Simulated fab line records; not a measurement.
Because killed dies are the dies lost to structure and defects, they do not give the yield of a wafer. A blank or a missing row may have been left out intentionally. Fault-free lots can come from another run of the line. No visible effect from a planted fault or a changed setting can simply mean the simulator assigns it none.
Matching of chambers || flow gf180mcu || 4 sister chambers for GF_CONTACT_ETCH_16 on rie_diel-01
The step etches BARC in N2/H2. 14 wafers are shown with their chamber, then 7 later ones without.

## EACH WAFER AND ITS CHAMBER
{"wafer": "L076.1", "chamber": 0, "drypump_motor_current_A (A)": 6.6, "oes_product_au (a.u.)": 0.845, "throttle_valve_pct (%)": 13.223}
{"wafer": "L076.2", "chamber": 2, "drypump_motor_current_A (A)": 5.0, "oes_product_au (a.u.)": 0.855, "throttle_valve_pct (%)": 13.224}
{"wafer": "L076.3", "chamber": 3, "drypump_motor_current_A (A)": 5.8, "oes_product_au (a.u.)": 0.859, "throttle_valve_pct (%)": 13.214}
{"wafer": "L079.3", "chamber": 2, "drypump_motor_current_A (A)": 5.0, "oes_product_au (a.u.)": 0.863, "throttle_valve_pct (%)": 13.226}
{"wafer": "L079.4", "chamber": 0, "drypump_motor_current_A (A)": 6.5, "oes_product_au (a.u.)": 0.870, "throttle_valve_pct (%)": 13.232}
{"wafer": "L079.5", "chamber": 3, "drypump_motor_current_A (A)": 5.8, "oes_product_au (a.u.)": 0.856, "throttle_valve_pct (%)": 13.239}
{"wafer": "L082.3", "chamber": 3, "drypump_motor_current_A (A)": 5.8, "oes_product_au (a.u.)": 0.858, "throttle_valve_pct (%)": 13.225}
{"wafer": "L082.4", "chamber": 2, "drypump_motor_current_A (A)": 5.0, "oes_product_au (a.u.)": 0.850, "throttle_valve_pct (%)": 13.241}
{"wafer": "L082.5", "chamber": 2, "drypump_motor_current_A (A)": 5.0, "oes_product_au (a.u.)": 0.855, "throttle_valve_pct (%)": 13.224}
{"wafer": "L090.1", "chamber": 3, "drypump_motor_current_A (A)": 5.8, "oes_product_au (a.u.)": 0.856, "throttle_valve_pct (%)": 13.221}
{"wafer": "L090.2", "chamber": 1, "drypump_motor_current_A (A)": 6.3, "oes_product_au (a.u.)": 0.847, "throttle_valve_pct (%)": 13.226}
{"wafer": "L090.3", "chamber": 0, "drypump_motor_current_A (A)": 6.5, "oes_product_au (a.u.)": 0.855, "throttle_valve_pct (%)": 13.230}
{"wafer": "L091.2", "chamber": 2, "drypump_motor_current_A (A)": 5.0, "oes_product_au (a.u.)": 0.856, "throttle_valve_pct (%)": 13.233}
{"wafer": "L091.4", "chamber": 3, "drypump_motor_current_A (A)": 5.8, "oes_product_au (a.u.)": 0.853, "throttle_valve_pct (%)": 13.220}

SIGNATURES (means of the wafers above)
{"reading": "drypump_motor_current_A", "chamber 0": 6.533, "chamber 1": 6.300, "chamber 2": 5.000, "chamber 3": 5.800, "scatter within a chamber": 0.0258}
{"reading": "oes_product_au", "chamber 0": 0.85667, "chamber 1": 0.84700, "chamber 2": 0.85580, "chamber 3": 0.85640, "scatter within a chamber": 0.00652}
{"reading": "throttle_valve_pct", "chamber 0": 13.22833, "chamber 1": 13.22600, "chamber 2": 13.22960, "chamber 3": 13.22380, "scatter within a chamber": 0.00783}
Rule: for a wafer and a chamber, the distance is found by dividing, reading by reading, the gap between the wafer's reading and the chamber's mean by the reading's scatter, squaring, summing and taking the root. If the next closest chamber is less than 2 further off than the closest, the wafer can't be placed; otherwise it belongs to the closest. How the scatter is found: for the shown wafers, subtract from each reading the mean of its chamber, square and add these, divide the total by (wafers less chambers), then take the root.

## WAFERS WHOSE CHAMBER IS MISSING
{"wafer": "L091.6", "drypump_motor_current_A (A)": 5.8, "oes_product_au (a.u.)": 0.858, "throttle_valve_pct (%)": 13.239}
{"wafer": "L092.4", "drypump_motor_current_A (A)": 5.0, "oes_product_au (a.u.)": 0.857, "throttle_valve_pct (%)": 13.238}
{"wafer": "L092.5", "drypump_motor_current_A (A)": 6.6, "oes_product_au (a.u.)": 0.850, "throttle_valve_pct (%)": 13.233}
{"wafer": "L092.6", "drypump_motor_current_A (A)": 5.8, "oes_product_au (a.u.)": 0.860, "throttle_valve_pct (%)": 13.241}
{"wafer": "L094.1", "drypump_motor_current_A (A)": 5.8, "oes_product_au (a.u.)": 0.866, "throttle_valve_pct (%)": 13.219}
{"wafer": "L094.4", "drypump_motor_current_A (A)": 6.4, "oes_product_au (a.u.)": 0.856, "throttle_valve_pct (%)": 13.213}
{"wafer": "L094.5", "drypump_motor_current_A (A)": 5.0, "oes_product_au (a.u.)": 0.853, "throttle_valve_pct (%)": 13.223}

## WHICH CHAMBER EACH WENT THROUGH
{"wafer": "L091.6", "from the rows above": 3, "in truth": 3}
{"wafer": "L092.4", "from the rows above": 2, "in truth": 2}
{"wafer": "L092.5", "from the rows above": 0, "in truth": 0}
{"wafer": "L092.6", "from the rows above": 3, "in truth": 3}
{"wafer": "L094.1", "from the rows above": 3, "in truth": 3}
{"wafer": "L094.4", "from the rows above": "can't be placed: 1 or 0", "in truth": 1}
{"wafer": "L094.5", "from the rows above": 2, "in truth": 2}
Correctly placed: 6 of 7. Not placeable from these rows: 1 (in 1, the candidates include the true chamber). 0 placed wrongly.
